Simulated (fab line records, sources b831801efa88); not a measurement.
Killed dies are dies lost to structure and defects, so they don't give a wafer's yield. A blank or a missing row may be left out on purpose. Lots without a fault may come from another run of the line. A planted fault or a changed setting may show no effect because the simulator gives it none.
A struck lot beside a sound one | flow sky130 | 32 steps out of a route of 708
Sound: wafers L771.3, L771.5, L771.6. Struck: wafers L775.2, L775.4, L775.5. The cause comes at the end.
At each step with rows: each side's tool, then ch and its chambers, then its first start. Under that, the readings that differ: sound wafers | struck wafers | difference of the means | sigmas: that difference in standard deviations of wafers without a fault.
alike: readings whose means differ by less than 2 such deviations, and words and numbers that are the same on both sides. not compared: withheld readings, readings that some wafer has no value for, bounds like >300 that may hide the same value, and numbers for which the record gives no deviation and whose values overlap.
The two part at a step that has a row with sigmas, a row that says differs or no value, or rows on one side only. Numbers that don't overlap but have no deviation are shown without sigmas and don't part them. A reading that every wafer of one side lacks parts them only if that side has two wafers or more.

SKY_FIELD_ISO_BOW_MEAS_00:
  sound on film_metro-03, day 1 20:02; struck on film_metro-04, day 2 16:01
  alike: INCOMING_BOW
SKY_FIELD_ISO_OXIDATION_01: stabilise 600 s, purge 300 s, target thk 12 nm.
  sound on furnace-01 ch 0, day 1 20:31; struck on furnace-02 ch 0, day 2 23:04
  alike: ox_temp_c_max, spike_tc_upper_C
SKY_FIELD_ISO_THK_MEAS_02:
  sound on film_metro-01, day 1 22:03; struck on film_metro-03, day 3 00:52
  reading                         | sound             | struck            | difference | sigmas
  FIELD_ISO_OXIDATION_00_THK (nm) | 12.12 11.60 11.87 | 18.95 18.45 18.61 | +6.81      | +34
then, 1 step without rows for these wafers: SKY_FIELD_ISO_CVD_03 (deposits Si3N4 from DCS/NH3, target thk 165 nm, time 2830 s).
SKY_FIELD_ISO_THK_MEAS_04:
  sound on film_metro-01, day 1 23:54; struck on film_metro-01, day 3 07:58
  alike: FIELD_ISO_CVD_03_THK
then, 8 steps without rows for these wafers: SKY_FIELD_ISO_DEHYDRATE_05 (time 60 s); SKY_FIELD_ISO_HMDS_06 (prime time 60 s); SKY_FIELD_ISO_COAT_07 (resist thk 60 nm); SKY_FIELD_ISO_COAT_08 (resist thk 450 nm); SKY_FIELD_ISO_SOFTBAKE_09 (time 90 s); SKY_FIELD_ISO_EXPOSE_10 (exposes mask FOM, target cd 150 nm); SKY_FIELD_ISO_PEB_11; SKY_FIELD_ISO_DEVELOP_12 (develop time 60 s).
SKY_FIELD_ISO_CD_MEAS_13: target cd 150 nm.
  sound on cd_sem-01, day 2 14:40; struck on cd_sem-01, day 3 17:08
  alike: cd_nm
SKY_FIELD_ISO_ETCH_14: etches BARC in N2/H2, stops on SiO2, time 45.9 s, target depth 60 nm.
  sound on rie_diel-01 ch 1,2, day 2 14:44; struck on rie_diel-03 ch 0,1,3, day 3 17:14
  alike: drypump_motor_current_A, n2_flow_sccm, oes_product_au, throttle_valve_pct
  not compared: rf_hours_counter_h
SKY_FIELD_ISO_ETCH_15: etches the open film in CHF3/O2, stops on Si, target depth 180 nm, time 72 s.
  sound on rie_diel-01 ch 1,2, day 2 14:47; struck on rie_diel-03 ch 0,1,3, day 3 17:17
  alike: drypump_motor_current_A, oes_product_au, throttle_valve_pct
  not compared: rf_hours_counter_h
SKY_FIELD_ISO_STRIP_16: strips in O2/N2.
  sound on plasma_asher-03 ch 0,1, day 2 14:52; struck on plasma_asher-03 ch 0, day 3 17:20
  alike: drypump_motor_current_A, n2_flow_sccm, oes_product_au, strip_time_to_endpoint_s
  not compared: rf_hours_counter_h
SKY_FIELD_ISO_ETCH_17: etches Si in HBr/Cl2/O2, target depth 342 nm, time 97.7 s.
  sound on rie_si-02 ch 0,1,3, day 2 14:56; struck on rie_si-02 ch 1,3, day 3 17:26
  alike: drypump_motor_current_A, mfc_cl2_sccm, oes_product_au, throttle_valve_pct
  not compared: rf_hours_counter_h
then, 5 steps without rows for these wafers: SKY_FIELD_ISO_WET_ETCH_18 (etches Si3N4 in H3PO4, target depth 25 nm, time 286 s); SKY_FIELD_ISO_CLEAN_19 (cleans in SC1/SC2, time 150 s); SKY_FIELD_ISO_CLEAN_20 (cleans in dHF, time 20 s); SKY_FIELD_ISO_WET_ETCH_21 (etches SiO2 in dHF, target depth 20 nm, time 400 s); SKY_FIELD_ISO_OXIDATION_22 (stabilise 600 s, purge 300 s, target thk 10 nm).
SKY_FIELD_ISO_THK_MEAS_23:
  sound on film_metro-01, day 2 20:01; struck on film_metro-01, day 3 18:58
  alike: FIELD_ISO_OXIDATION_01_THK
then, 1 step without rows for these wafers: SKY_FIELD_ISO_CVD_24 (deposits SiO2, target thk 595 nm, time 99.2 s).
SKY_FIELD_ISO_THK_MEAS_25:
  sound on film_metro-04, day 2 20:09; struck on film_metro-03, day 3 19:06
  alike: FIELD_ISO_CVD_24_THK
then, 1 step without rows for these wafers: SKY_FIELD_ISO_ANNEAL_26 (time 1800 s).
SKY_FIELD_ISO_CMP_27: polishes, stops on Si3N4, t overpolish 16 s, target thk 457.8 nm.
  sound on cmp-01 ch 0,1,2, day 3 00:26; struck on cmp-02 ch 0,1,2, day 3 20:39
  reading                | sound       | struck      | difference | sigmas
  time_to_endpoint_s (s) | 104 108 113 | 122 114 118 | +10        | +2
  alike: motor_current_A, overpolish_run_s
then, 1 step without rows for these wafers: SKY_FIELD_ISO_WET_ETCH_28 (etches SiO2 in dHF, target depth 23.7 nm, time 47 s).
SKY_FIELD_ISO_WET_ETCH_29: etches Si3N4 in H3PO4, target depth 160 nm, time 1825 s.
  sound on wet_bench-01 ch 1, day 3 00:36; struck on wet_bench-04 ch 3, day 3 20:58
  reading                                          | sound             | struck            | difference | sigmas
  bath_heat_duty_pct (%)                           | 18.3 19.9 20.4    | 28.0 26.2 26.5    | +7.4       | +2
  model.SiO2_of_FIELD_ISO_OXIDATION_01.thk_nm (nm) | 11.77 11.31 11.54 | 18.63 18.14 18.28 | +6.81      |
  alike: temp_c
then, 1 step without rows for these wafers: SKY_FIELD_ISO_WET_ETCH_30 (etches SiO2 in dHF, target depth 25 nm, time 50 s).
-- the record jumps here: 44 days lie between the struck wafers' starts before and after (it left off in module FIELD_ISO and takes up again in module PAD_OPEN, whose first step shown is number 708 of the route) --
SKY_PAD_OPEN_PROBE_99:
  sound on prober-01, day 46 16:23; struck on prober-02, day 47 15:15
  reading                                          | sound                | struck               | difference | sigmas
  model.etest.sram_nfet_pass.off_log10_a_um        | -12.61 -12.45 -12.53 | -13.29 -13.11 -13.14 | -0.65      |
  model.etest.diode_ndiff_fingers.leak_log10_a_cm2 | -6.695 -6.529 -6.652 | -6.96 -7.218 -6.905  | -0.40      |
  model.etest.diode_pdiff_fingers.leak_log10_a_cm2 | -6.444 -6.616 -6.581 | -6.8 -6.897 -6.814   | -0.3       |
  model.etest.sram_nfet_pass.vt_sat_v (V)          | 0.5527 0.547 0.558   | 0.626 0.6116 0.607   | +0.062     |
  model.etest.sram_nfet_pass.vt_v (V)              | 0.6472 0.6478 0.6568 | 0.7263 0.7064 0.7059 | +0.0623    |
  alike: killed_at_M0_to_M3, killed_at_M4_up, killed_at_contacts, killed_at_front_end, killed_at_other, killed_dies, killed_open, killed_short

WHERE THEY PART
First at SKY_FIELD_ISO_THK_MEAS_02; last, within this record, at SKY_FIELD_ISO_WET_ETCH_29. Later steps at which nothing parts them and some readings are alike: SKY_PAD_OPEN_PROBE_99.

WHY: what the simulator had put in
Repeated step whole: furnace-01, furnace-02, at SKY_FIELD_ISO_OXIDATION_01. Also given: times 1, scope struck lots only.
